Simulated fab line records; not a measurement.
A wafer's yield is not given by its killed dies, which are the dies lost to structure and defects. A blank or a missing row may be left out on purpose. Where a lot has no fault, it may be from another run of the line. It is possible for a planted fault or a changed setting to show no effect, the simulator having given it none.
Which tool did it? / flow gf180mcu / 10 lots with 30 wafers sampled at 5 steps, on a route of 602 steps

## WHAT THE GAUGES SHOWED, per wafer
GF_M4_RS_MEAS_05: the measuring method here is four-point-probe. Usual: for M4_ALCU_RS the level is 0.0700 ohm/sq and the standard deviation is 0.00077.
lot=L988; measured=day 23 05:11; on=film-metro-03; M4_ALCU_RS (ohm/sq)=0.0692 0.0704 0.0697; flag=
lot=L990; measured=day 23 09:46; on=film-metro-02; M4_ALCU_RS (ohm/sq)=0.0707 0.0713 0.0701; flag=
lot=L991; measured=day 24 09:05; on=film-metro-03; M4_ALCU_RS (ohm/sq)=0.0699 0.0691 0.0691; flag=
lot=L993; measured=day 24 20:59; on=film-metro-03; M4_ALCU_RS (ohm/sq)=0.0699 0.0691 0.0703; flag=
lot=L996; measured=day 26 01:14; on=film-metro-04; M4_ALCU_RS (ohm/sq)=0.0700 0.0689 0.0694; flag=
lot=L997; measured=day 26 02:10; on=film-metro-02; M4_ALCU_RS (ohm/sq)=0.0693 0.0692 0.0692; flag=
lot=L998; measured=day 26 11:58; on=film-metro-02; M4_ALCU_RS (ohm/sq)=0.0689 0.0697 0.0690; flag=
lot=L999; measured=day 26 13:50; on=film-metro-04; M4_ALCU_RS (ohm/sq)=0.0698 0.0698 0.0694; flag=
lot=L100; measured=day 27 01:23; on=film-metro-04; M4_ALCU_RS (ohm/sq)=0.0699 0.0699 0.0693; flag=
lot=L106; measured=day 28 16:16; on=film-metro-04; M4_ALCU_RS (ohm/sq)=0.0672 0.0663 0.0671; flag=OFF

GF_M4_THK_MEAS_06: measures by xrf. Usual: for M4_ALCU_THK the level is 454 nm and the standard deviation is 5.
lot=L988; measured=day 23 05:18; on=film-metro-03; M4_ALCU_THK (nm)=458 452 454; flag=
lot=L990; measured=day 23 09:51; on=film-metro-02; M4_ALCU_THK (nm)=452 446 454; flag=
lot=L991; measured=day 24 09:11; on=film-metro-03; M4_ALCU_THK (nm)=453 460 461; flag=
lot=L993; measured=day 24 21:07; on=film-metro-03; M4_ALCU_THK (nm)=453 457 451; flag=
lot=L996; measured=day 26 01:21; on=film-metro-04; M4_ALCU_THK (nm)=455 460 457; flag=
lot=L997; measured=day 26 02:16; on=film-metro-02; M4_ALCU_THK (nm)=457 459 460; flag=
lot=L998; measured=day 26 12:04; on=film-metro-02; M4_ALCU_THK (nm)=463 457 464; flag=
lot=L999; measured=day 26 13:56; on=film-metro-04; M4_ALCU_THK (nm)=457 458 457; flag=
lot=L100; measured=day 27 01:29; on=film-metro-04; M4_ALCU_THK (nm)=453 456 458; flag=
lot=L106; measured=day 28 16:22; on=film-metro-04; M4_ALCU_THK (nm)=474 479 475; flag=OFF

## EACH LOT AND THE TOOL THAT RAN IT (in order: tool; ch and the chambers of the sampled wafers; start)
lot=L988; GF_V2_CMP_04=cmp-02 ch 0,1,2, day 20 01:52; GF_M4_SPUTTER_02=pvd-sputter-03, day 23 05:05; GF_M4_SPUTTER_04=pvd-sputter-03, day 23 05:08
lot=L990; GF_V2_CMP_04=cmp-01 ch 2,3, day 20 05:41; GF_M4_SPUTTER_02=pvd-sputter-03, day 23 09:37; GF_M4_SPUTTER_04=pvd-sputter-03, day 23 09:40
lot=L991; GF_V2_CMP_04=cmp-01 ch 0,1,3, day 21 06:43; GF_M4_SPUTTER_02=pvd-sputter-02, day 24 08:57; GF_M4_SPUTTER_04=pvd-sputter-02, day 24 09:00
lot=L993; GF_V2_CMP_04=cmp-01 ch 0,1,2, day 21 20:55; GF_M4_SPUTTER_02=pvd-sputter-04, day 24 20:54; GF_M4_SPUTTER_04=pvd-sputter-04, day 24 20:57
lot=L996; GF_V2_CMP_04=cmp-02 ch 0,2,3, day 23 01:37; GF_M4_SPUTTER_02=pvd-sputter-03, day 26 01:08; GF_M4_SPUTTER_04=pvd-sputter-03, day 26 01:11
lot=L997; GF_V2_CMP_04=cmp-01 ch 1,2,3, day 23 02:08; GF_M4_SPUTTER_02=pvd-sputter-04, day 26 02:02; GF_M4_SPUTTER_04=pvd-sputter-04, day 26 02:05
lot=L998; GF_V2_CMP_04=cmp-01 ch 0,1, day 23 13:25; GF_M4_SPUTTER_02=pvd-sputter-03, day 26 11:50; GF_M4_SPUTTER_04=pvd-sputter-03, day 26 11:53
lot=L999; GF_V2_CMP_04=cmp-01 ch 0,3, day 23 16:26; GF_M4_SPUTTER_02=pvd-sputter-02, day 26 13:41; GF_M4_SPUTTER_04=pvd-sputter-02, day 26 13:44
lot=L100; GF_V2_CMP_04=cmp-02 ch 0,1,2, day 24 04:05; GF_M4_SPUTTER_02=pvd-sputter-02, day 27 01:16; GF_M4_SPUTTER_04=pvd-sputter-02, day 27 01:19
lot=L106; GF_V2_CMP_04=cmp-01 ch 0,1, day 25 23:09; GF_M4_SPUTTER_02=pvd-sputter-02, day 28 16:09; GF_M4_SPUTTER_04=pvd-sputter-02, day 28 16:12
- GF_V2_CMP_04: polishes SiO2.
- GF_M4_SPUTTER_02: material AlCu, target thk 450 nm, time 23.9 s.
- GF_M4_SPUTTER_04: material TiN, target thk 50 nm, time 41.7 s.

## WHAT THE TOOLS THEMSELVES READ (means of the sampled wafers that have a number; where no wafer has one, the mark that the record gives instead)
GF_V2_CMP_04. Usual: motor-current-A 12.0 A, standard deviation 1; retaining-ring-pressure-frac 1.000, standard deviation 0.0051; time-to-endpoint-s 81 s, standard deviation 6.3.
lot=L988; tool=cmp-02; motor-current-A (A)=12.6; retaining-ring-pressure-frac=1.004; time-to-endpoint-s (s)=71; flag=
lot=L990; tool=cmp-01; motor-current-A (A)=10.9; retaining-ring-pressure-frac=0.999; time-to-endpoint-s (s)=83; flag=
lot=L991; tool=cmp-01; motor-current-A (A)=11.6; retaining-ring-pressure-frac=0.999; time-to-endpoint-s (s)=81; flag=
lot=L993; tool=cmp-01; motor-current-A (A)=11.4; retaining-ring-pressure-frac=1.001; time-to-endpoint-s (s)=90; flag=
lot=L996; tool=cmp-02; motor-current-A (A)=12.2; retaining-ring-pressure-frac=0.996; time-to-endpoint-s (s)=77; flag=
lot=L997; tool=cmp-01; motor-current-A (A)=11.1; retaining-ring-pressure-frac=0.998; time-to-endpoint-s (s)=80; flag=
lot=L998; tool=cmp-01; motor-current-A (A)=12.6; retaining-ring-pressure-frac=0.998; time-to-endpoint-s (s)=79; flag=
lot=L999; tool=cmp-01; motor-current-A (A)=11.7; retaining-ring-pressure-frac=0.994; time-to-endpoint-s (s)=80; flag=
lot=L100; tool=cmp-02; motor-current-A (A)=12.6; retaining-ring-pressure-frac=1.001; time-to-endpoint-s (s)=76; flag=
lot=L106; tool=cmp-01; motor-current-A (A)=12.3; retaining-ring-pressure-frac=1.003; time-to-endpoint-s (s)=78; flag=

GF_M4_SPUTTER_02. Usual: 29.9 % for throttle-valve-pct, sd 1.1.
lot=L988; tool=pvd-sputter-03; throttle-valve-pct (%)=29.7; flag=
lot=L990; tool=pvd-sputter-03; throttle-valve-pct (%)=30.5; flag=
lot=L991; tool=pvd-sputter-02; throttle-valve-pct (%)=29.1; flag=
lot=L993; tool=pvd-sputter-04; throttle-valve-pct (%)=30.0; flag=
lot=L996; tool=pvd-sputter-03; throttle-valve-pct (%)=29.8; flag=
lot=L997; tool=pvd-sputter-04; throttle-valve-pct (%)=30.2; flag=
lot=L998; tool=pvd-sputter-03; throttle-valve-pct (%)=30.4; flag=
lot=L999; tool=pvd-sputter-02; throttle-valve-pct (%)=29.2; flag=
lot=L100; tool=pvd-sputter-02; throttle-valve-pct (%)=29.0; flag=
lot=L106; tool=pvd-sputter-02; throttle-valve-pct (%)=29.3; flag=

GF_M4_SPUTTER_04. Usual: 29.9 % for throttle-valve-pct, sd 1.1.
lot=L988; tool=pvd-sputter-03; throttle-valve-pct (%)=29.8; flag=
lot=L990; tool=pvd-sputter-03; throttle-valve-pct (%)=30.4; flag=
lot=L991; tool=pvd-sputter-02; throttle-valve-pct (%)=29.0; flag=
lot=L993; tool=pvd-sputter-04; throttle-valve-pct (%)=30.1; flag=
lot=L996; tool=pvd-sputter-03; throttle-valve-pct (%)=29.8; flag=
lot=L997; tool=pvd-sputter-04; throttle-valve-pct (%)=30.3; flag=
lot=L998; tool=pvd-sputter-03; throttle-valve-pct (%)=30.4; flag=
lot=L999; tool=pvd-sputter-02; throttle-valve-pct (%)=29.2; flag=
lot=L100; tool=pvd-sputter-02; throttle-valve-pct (%)=29.1; flag=
lot=L106; tool=pvd-sputter-02; throttle-valve-pct (%)=29.3; flag=

## THE ANSWER, worked out from the rows above alone
Rule: a lot is off if the mean of its wafers that have a number lies more than 3 standard deviations from the usual mean. A lot without any number at a reading at which 4 lots or more have one is off too. Any other lot the step has rows for is counted as sound. After the gauges, taken in route order, come the tools' own readings; for these a lot's mean is taken, as printed above. At the first step where some lot is off, the reading lying furthest off is the one used; lots without a number count as furthest.
Off: L106, at GF_M4_RS_MEAS_05 (M4_ALCU_RS).
If a tool, at a process step before that reading, ran all the lots that are off and no sound lot after the first of them, it fits. Those tools and the gauges at GF_M4_RS_MEAS_05 are tried in the same way. Can't be told from this: 3 tools fit, cmp-01 at GF_V2_CMP_04, pvd-sputter-02 at GF_M4_SPUTTER_02 and GF_M4_SPUTTER_04, film-metro-04 at GF_M4_RS_MEAS_05.

## WHAT THE SIMULATOR PUT IN
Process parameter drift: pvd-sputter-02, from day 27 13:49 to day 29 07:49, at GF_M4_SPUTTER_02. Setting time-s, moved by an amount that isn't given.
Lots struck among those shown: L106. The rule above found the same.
